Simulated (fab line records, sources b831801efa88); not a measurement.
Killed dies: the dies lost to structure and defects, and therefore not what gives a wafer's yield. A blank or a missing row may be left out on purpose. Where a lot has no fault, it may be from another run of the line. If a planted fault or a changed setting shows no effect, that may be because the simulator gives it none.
Which of the tools did it? ; flow gf180mcu ; 39 wafers from 13 lots sampled at 5 of the route's 602 steps

== WHAT THE GAUGES READ, wafer by wafer ==
GF_VT_IMPLANT_TW_MEAS_21. Usual: for VT_IMPLANT_2_TW the level is 1211 and the standard deviation is 6.6.
lot;measured;on;VT_IMPLANT_2_TW;flag
L953;day 6 06:59;film metro-04;1205 1206 1207;
L956;day 7 00:31;film metro-03;1206 1211 1206;
L957;day 7 08:07;film metro-04;1203 1207 1201;
L958;day 7 10:59;film metro-03;1221 1213 1218;
L959;day 8 04:19;film metro-02;1205 1210 1207;
L960;day 8 04:29;film metro-02;1209 1212 1209;
L961;day 8 09:26;film metro-03;1216 1212 1207;
L962;day 8 14:34;film metro-02;1211 1214 1208;
L963;day 9 04:13;film metro-02;1222 1222 1224;
L971;day 11 02:38;film metro-02;1221 1209 1219;
L973;day 11 13:34;film metro-02;1223 1218 1223;
L974;day 11 19:13;film metro-04;1200 1203 1203;
L976;day 12 07:34;film metro-03;1208 1218 1208;

GF_DUAL_GATE_THK_MEAS_03. Usual: for DUAL_GATE_OXIDATION_00_THK the level is 10.91 nm and the standard deviation is 0.23.
lot;measured;on;DUAL_GATE_OXIDATION_00_THK (nm);flag
L953;day 7 16:50;film metro-01;11.18 11.16 11.06;
L956;day 8 12:22;film metro-03;10.90 11.13 10.95;
L957;day 8 20:32;film metro-03;11.26 11.40 11.21;
L958;day 8 22:37;film metro-01;10.88 10.97 11.08;
L959;day 9 18:46;film metro-02;11.28 11.19 11.18;
L960;day 9 18:46;film metro-03;11.20 11.12 11.08;
L961;day 9 23:41;film metro-01;10.69 10.76 10.68;
L962;day 10 03:10;film metro-03;12.72 12.51 12.69;OFF
L963;day 10 18:12;film metro-02;12.37 12.37 12.39;OFF
L971;day 12 21:53;film metro-03;10.79 10.65 10.75;
L973;day 13 07:07;film metro-02;10.68 10.63 10.45;
L974;day 13 11:59;film metro-03;10.78 10.81 10.83;
L976;day 14 01:52;film metro-01;10.96 10.89 10.88;

GF_DUAL_GATE_OVL_MEAS_11. Usual: for DUAL_GATE_OVL the level is 0.3 nm and the standard deviation is 1.8.
lot;measured;on;DUAL_GATE_OVL (nm);flag
L953;day 8 09:05;overlay-01;0.1 -0.2 -0.6;
L956;day 9 05:26;overlay-01;-2.1 -0.3 -1.4;
L957;day 9 13:26;overlay-01;0.6 -1.7 -1.0;
L958;day 9 15:56;overlay-02;1.2 3.3 1.9;
L959;day 10 12:35;overlay-01;-1.1 -1.8 -0.3;
L960;day 10 12:17;overlay-02;2.2 3.7 2.1;
L961;day 10 17:35;overlay-02;1.4 1.2 1.2;
L962;day 10 21:34;overlay-01;-1.0 0.2 -1.2;
L963;day 11 12:07;overlay-02;2.6 0.8 0.5;
L971;day 13 17:11;overlay-01;0.8 0.5 1.1;
L973;day 14 02:38;overlay-01;0.6 -0.1 -0.5;
L974;day 14 07:54;overlay-02;-2.2 -1.7 -1.4;
L976;day 14 22:34;overlay-02;-1.3 0.5 -2.7;

== EACH LOT AND THE TOOL THAT RAN IT (in order: tool; ch and the chambers of the sampled wafers; start) ==
lot;GF_VT_IMPLANT_STRIP_20;GF_DUAL_GATE_OXIDATION_02
L953;plasma asher-04 ch 0,1, day 6 06:53;furnace-01 ch 0, day 7 15:23
L956;plasma asher-03 ch 0,1, day 7 00:26;furnace-01 ch 0, day 8 10:54
L957;plasma asher-04 ch 0,1, day 7 08:01;furnace-02 ch 0, day 8 19:05
L958;plasma asher-03 ch 0,1, day 7 10:53;furnace-01 ch 0, day 8 21:11
L959;plasma asher-03 ch 0,1, day 8 04:13;furnace-02 ch 0, day 9 17:19
L960;plasma asher-01 ch 0,1, day 8 04:23;furnace-02 ch 0, day 9 17:19
L961;plasma asher-01 ch 1, day 8 09:20;furnace-01 ch 0, day 9 22:14
L962;plasma asher-04 ch 0,1, day 8 14:28;furnace-02 ch 0, day 10 01:43
L963;plasma asher-03 ch 0,1, day 9 04:07;furnace-02 ch 0, day 10 16:44
L971;plasma asher-03 ch 0,1, day 11 02:32;furnace-01 ch 0, day 12 20:27
L973;plasma asher-03 ch 0,1, day 11 13:28;furnace-02 ch 0, day 13 05:40
L974;plasma asher-03 ch 0,1, day 11 19:07;furnace-02 ch 0, day 13 10:32
L976;plasma asher-03 ch 0,1, day 12 07:28;furnace-01 ch 0, day 14 00:25
- GF_VT_IMPLANT_STRIP_20: strips in O2/N2.
- GF_DUAL_GATE_OXIDATION_02: stabilise 600 s, purge 300 s, target thk 10.887 nm.

== WHAT THE TOOLS THEMSELVES READ (means of the sampled wafers that have a number; where no wafer has one, the mark that the record gives instead) ==
GF_VT_IMPLANT_STRIP_20. Usual: chamber pressure mTorr 1499.9 mTorr, standard deviation 1.4; drypump motor current A 5.7 A, standard deviation 0.35; heater power w 335 W, standard deviation 30; o2 flow sccm 3001 sccm, standard deviation 8.2; oes product au 0.716 a.u., standard deviation 0.0046; strip time to endpoint s 12.63 s, standard deviation 0.037.
lot;tool;chamber pressure mTorr (mTorr);drypump motor current A (A);heater power w (W);o2 flow sccm (sccm);oes product au (a.u.);strip time to endpoint s (s);flag
L953;plasma asher-04;1498.7;5.8;349;3012;0.719;12.64;
L956;plasma asher-03;1499.5;5.7;352;2992;0.716;12.66;
L957;plasma asher-04;1499.8;5.8;349;3009;0.719;12.61;
L958;plasma asher-03;1499.4;5.7;343;3008;0.717;12.62;
L959;plasma asher-03;1498.6;5.7;361;3000;0.717;12.60;
L960;plasma asher-01;1498.5;5.7;303;2997;0.715;12.66;
L961;plasma asher-01;1500.4;4.9;286;3001;0.716;12.64;
L962;plasma asher-04;1501.7;5.8;355;2999;0.720;12.61;
L963;plasma asher-03;1499.1;5.7;339;3003;0.719;12.63;
L971;plasma asher-03;1499.4;5.7;344;3005;0.715;12.69;
L973;plasma asher-03;1500.6;5.7;361;3002;0.716;12.57;
L974;plasma asher-03;1500.4;5.7;346;3005;0.716;12.60;
L976;plasma asher-03;1499.9;5.7;343;3007;0.717;12.63;

GF_DUAL_GATE_OXIDATION_02. Usual: zone power centre pct 18.8 %, standard deviation 2.5.
lot;tool;zone power centre pct (%);flag
L953;furnace-01;20.8;
L956;furnace-01;20.8;
L957;furnace-02;15.7;
L958;furnace-01;20.9;
L959;furnace-02;15.9;
L960;furnace-02;15.7;
L961;furnace-01;20.9;
L962;furnace-02;15.9;
L963;furnace-02;15.9;
L971;furnace-01;20.8;
L973;furnace-02;15.9;
L974;furnace-02;15.9;
L976;furnace-01;21.0;

== THE ANSWER, worked out from the rows above alone ==
Rule: take the mean of a lot's wafers that have a number; if it is more than 3 standard deviations from the usual mean, the lot is off. A lot without any number at a reading at which 4 lots or more have one is off too. The other lots that the step has rows for count as sound. First the gauges in route order, then the tools' own readings, where a lot's mean is used as printed above. At the first step where some lot is off, the reading lying furthest off is the one used; lots without a number count as furthest.
Off: L962, L963, seen at GF_DUAL_GATE_THK_MEAS_03 (DUAL_GATE_OXIDATION_00_THK).
If a tool, at a process step before that reading, ran all the lots that are off and no sound lot after the first of them, it fits. Those tools and the gauges at GF_DUAL_GATE_THK_MEAS_03 are tried in the same way. None of those tried fits.

== WHAT HAD BEEN PUT IN BY THE SIMULATOR ==
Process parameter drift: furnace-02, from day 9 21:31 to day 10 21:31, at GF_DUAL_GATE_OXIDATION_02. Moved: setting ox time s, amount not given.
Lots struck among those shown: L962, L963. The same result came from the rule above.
